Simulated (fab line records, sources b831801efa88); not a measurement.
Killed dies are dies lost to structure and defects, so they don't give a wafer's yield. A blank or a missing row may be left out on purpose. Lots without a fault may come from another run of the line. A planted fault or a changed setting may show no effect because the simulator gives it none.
Which tool did it? | flow sky130 | 12 lots, 36 wafers sampled, at 1 step of a route of 708

WHAT THE GAUGES READ, wafer by wafer
SKY_LDD_HVN_OVL_MEAS_07.
lot  | measured     | on         | LDD_HVN_OVL (nm)
L075 | day 20 21:59 | overlay-02 | -0.1 1.2 -1.5
L077 | day 21 18:20 | overlay-02 | -1.3 -2.7 -0.6
L079 | day 22 08:10 | overlay-02 | 0.4 0.5 2.6
L081 | day 23 02:05 | overlay-02 | 4.0 3.3 2.5
L083 | day 24 02:47 | overlay-01 | 1.1 -1.7 -1.6
L084 | day 24 11:20 | overlay-01 | 3.9 3.3 3.4
L087 | day 25 06:11 | overlay-02 | 0.9 -0.5 -0.4
L089 | day 26 11:30 | overlay-02 | 0.5 2.2 1.4
L090 | day 26 17:53 | overlay-02 | -0.2 -0.2 -1.0
L093 | day 27 09:20 | overlay-02 | -1.4 -1.8 0.2
L094 | day 27 16:44 | overlay-02 | 1.1 2.5 1.7
L097 | day 28 14:22 | overlay-01 | 1.2 -0.1 -0.6

WHICH TOOL RAN EACH LOT (tool, then ch and the chambers of the sampled wafers, then the start)
The record holds no process step before these readings.

THE ANSWER, worked out from the rows above alone
Rule: what is usual is taken from the lots themselves. Put in order of their means at a reading, lots are off if they are a third of the lots or fewer, leave a main group of 4 or more, and stand apart from it by a gap of 3 or more times the standard deviation of the main group's means; of several such gaps the widest counts. A main group whose means are all the same, to the digits that the tables above print for the reading, isn't used. A lot without any number at a reading at which 4 lots or more have one is off too. The other lots that the step has rows for count as sound.
No lot is off at any reading shown: from this, nothing can be told.

WHAT THE SIMULATOR HAD PUT IN
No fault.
